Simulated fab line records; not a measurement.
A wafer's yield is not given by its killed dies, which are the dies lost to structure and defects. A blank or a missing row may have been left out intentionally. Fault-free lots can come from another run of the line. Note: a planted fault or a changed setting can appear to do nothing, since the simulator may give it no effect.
fab line records    flow sky130
record lots=14  wafers=42  lastDay=50
route steps=708 shown VT_ADJUST_NCORE@128
lots that met no fault: from a run of the same line without faults
startH: the number of hours between the record's first day and the start of the first shown wafer of the lot    waitH: hours since the lot's step before    " as in the row above    L1.1+2: several wafers, shown together as one row    - either no value or no given start    * or withheld: withheld    < > ~ a bound
route shown NAME@n: names a module that has steps shown in the file, with the first one's number in the route    usual: mean and standard deviation over wafers with no fault    same: alike in all rows    chamber/n: place in a boat    sites: each site's reading    _std_site: the standard deviation of these    _edge_site: inner sites' mean taken away from outer sites' mean    radiusMm: how far each site lies from the wafer's centre    mask NAME#n: copy n    behind: the most recent tool/chamber to have shaped the wafer    hold: cause of the lot's hold/its duration in hours/its outcome    device: transistor that didn't switch, given as n, p or np    end of line: tests of these same wafers at the route's end    a step given without rows: its recipe and nothing more    killed: not the wafer's yield, but the dies lost to structure and defects at the first sort    map: dies across one wafer; x = killed, . = not, _ = none there
set.NAME: the setting as run; set.NAME@STEP: as run at that earlier step    model.NAME: the simulator's own value behind a step, which no gauge read
the route's steps for a sample of lots (tables are steps, rows are wafers)
services: a tool's chamber out of use, with start hour (startH, from the record's first day; less than 0 if before it), hours out, and reason
## steps
# step SKY_VT_ADJUST_NCORE_IMPLANT_09
# recipe species=B  energyKev=10.17  doseCm2=2.4e+12  tiltDeg=withheld
# usual doseIonsCm2=2.4003e+12/2.9e+09  faradayCurrentUA=13.50/0.28
lot.wafer  tool          chamber  startH  waitH  doseIonsCm2  faradayCurrentUA
L324.2     implanter-03  0        188.33  0.0    2.4034e+12   13.37
L324.5     "             0        "       "      2.4069e+12   13.30
L324.6     "             0        "       "      2.4007e+12   13.54
L326.3     implanter-02  0        194.90  0.1    2.4e+12      13.84
L326.4     "             0        "       "      2.4044e+12   13.25
L326.5     "             0        "       "      2.3983e+12   13.83
L325.1     implanter-02  0        198.82  0.0    2.4044e+12   13.27
L325.2     "             0        "       "      2.4012e+12   14.04
L325.5     "             0        "       "      2.4073e+12   13.26
L327.1     implanter-02  0        207.65  0.0    2.4008e+12   13.58
L327.5     "             0        "       "      2.4029e+12   13.67
L327.6     "             0        "       "      2.4017e+12   14.27
L329.1     implanter-03  0        219.48  0.0    2.4041e+12   13.85
L329.2     "             0        "       "      2.401e+12    14.05
L329.3     "             0        "       "      2.402e+12    12.92
L332.1     implanter-01  0        237.72  0.0    2.4047e+12   13.56
L332.3     "             0        "       "      2.3994e+12   13.65
L332.6     "             0        "       "      2.397e+12    13.78
L334.1     implanter-02  0        257.62  0.0    3.8674e+12   21.52
L334.2     "             0        "       "      3.8655e+12   21.13
L334.6     "             0        "       "      3.8666e+12   22.44
L335.2     implanter-02  0        260.78  0.0    3.8709e+12   22.32
L335.3     "             0        "       "      3.8679e+12   20.64
L335.4     "             0        "       "      3.8661e+12   21.27
L340.2     implanter-01  0        293.00  0.0    2.4001e+12   13.49
L340.3     "             0        "       "      2.3943e+12   13.20
L340.6     "             0        "       "      2.4033e+12   13.49
L339.1     implanter-03  0        293.62  0.0    2.4022e+12   13.06
L339.4     "             0        "       "      2.3982e+12   13.92
L339.5     "             0        "       "      2.4036e+12   13.52
L342.1     implanter-01  0        305.07  0.0    2.3961e+12   13.64
L342.2     "             0        "       "      2.3994e+12   13.23
L342.4     "             0        "       "      2.398e+12    13.53
L343.1     implanter-01  0        312.07  0.0    2.3961e+12   13.28
L343.3     "             0        "       "      2.3971e+12   13.78
L343.6     "             0        "       "      2.4022e+12   13.12
L345.1     implanter-03  0        330.92  0.0    2.4007e+12   13.60
L345.3     "             0        "       "      2.4012e+12   13.27
L345.6     "             0        "       "      2.3975e+12   13.79
L347.1     implanter-02  0        344.62  0.0    2.4019e+12   13.41
L347.4     "             0        "       "      2.3986e+12   13.92
L347.6     "             0        "       "      2.399e+12    13.48
# step SKY_VT_ADJUST_NCORE_TW_MEAS_11
# usual VT_ADJUST_NCORE_TW=218.7/1.2
lot.wafer  tool          chamber  startH  waitH  VT_ADJUST_NCORE_TW
L324.2     filmMetro-04  -        188.56  0.1    220.4
L324.5     "             -        "       "      219.3
L324.6     "             -        "       "      220.4
L326.3     filmMetro-04  -        195.12  0.1    219.3
L326.4     "             -        "       "      218.1
L326.5     "             -        "       "      219.5
L325.1     filmMetro-02  -        199.07  0.1    219.8
L325.2     "             -        "       "      219.4
L325.5     "             -        "       "      219.3
L327.1     filmMetro-04  -        207.90  0.1    220.3
L327.5     "             -        "       "      218.9
L327.6     "             -        "       "      218.8
L329.1     filmMetro-01  -        219.73  0.1    216.7
L329.2     "             -        "       "      216.9
L329.3     "             -        "       "      216.7
L332.1     filmMetro-02  -        237.97  0.1    219.2
L332.3     "             -        "       "      218.9
L332.6     "             -        "       "      218.6
L334.1     filmMetro-02  -        257.87  0.1    253.7
L334.2     "             -        "       "      251.6
L334.6     "             -        "       "      251.3
L335.2     filmMetro-01  -        261.01  0.1    251.1
L335.3     "             -        "       "      249.5
L335.4     "             -        "       "      250.2
L340.2     filmMetro-04  -        293.23  0.1    219.3
L340.3     "             -        "       "      219.3
L340.6     "             -        "       "      218.4
L339.1     filmMetro-02  -        293.87  0.1    218.3
L339.4     "             -        "       "      218.5
L339.5     "             -        "       "      218.8
L342.1     filmMetro-04  -        305.32  0.1    219.8
L342.2     "             -        "       "      219.2
L342.4     "             -        "       "      218.9
L343.1     filmMetro-04  -        312.32  0.1    218.7
L343.3     "             -        "       "      219.3
L343.6     "             -        "       "      217.9
L345.1     filmMetro-04  -        331.17  0.1    219.9
L345.3     "             -        "       "      218.6
L345.6     "             -        "       "      219.3
L347.1     filmMetro-02  -        344.87  0.1    218.0
L347.4     "             -        "       "      217.7
L347.6     "             -        "       "      218.0
## services
tool          chamber  startH  hours  kind
implanter-01  -        183.22  2.4    pm
implanter-02  -        210.99  2.1    repair
implanter-02  -        218.44  11.1   repair
implanter-03  -        259.61  0.7    repair
implanter-01  -        283.81  3.6    repair
implanter-02  -        298.84  3.4    pm
implanter-02  -        302.70  6.6    repair
## key
firstSign step=SKY_VT_ADJUST_NCORE_IMPLANT_09  reading=doseIonsCm2  direction=up  sigmas=99+  usual=*  struck=*
effect step=SKY_VT_ADJUST_NCORE_IMPLANT_09  reading=faradayCurrentUA  direction=up  sigmas=29  usual=13.50  struck=21.55
effect step=SKY_VT_ADJUST_NCORE_TW_MEAS_11  reading=VT_ADJUST_NCORE_TW  direction=up  sigmas=26  usual=218.7  struck=251.2
metAt SKY_VT_ADJUST_NCORE_IMPLANT_09
struckLots L334,L335
testerLeftOut L334,L335
onsetBetween 207.65 257.62
fault kind=processParameterDrift  tool=implanter-02  chamber=-  onsetH=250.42  steps=SKY_VT_ADJUST_NCORE_IMPLANT_09  channel=doseCm2  offset=*  shape=step  endH=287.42  actsIn=*  stated=*
# testerLeftOut: of these lots the tester's yield and bins aren't shown, on N5 and GAA mostly nor the transistor test; their killed dies are dies lost to structure and defects alone, not to doping, threshold or leakage, so they don't give the yield
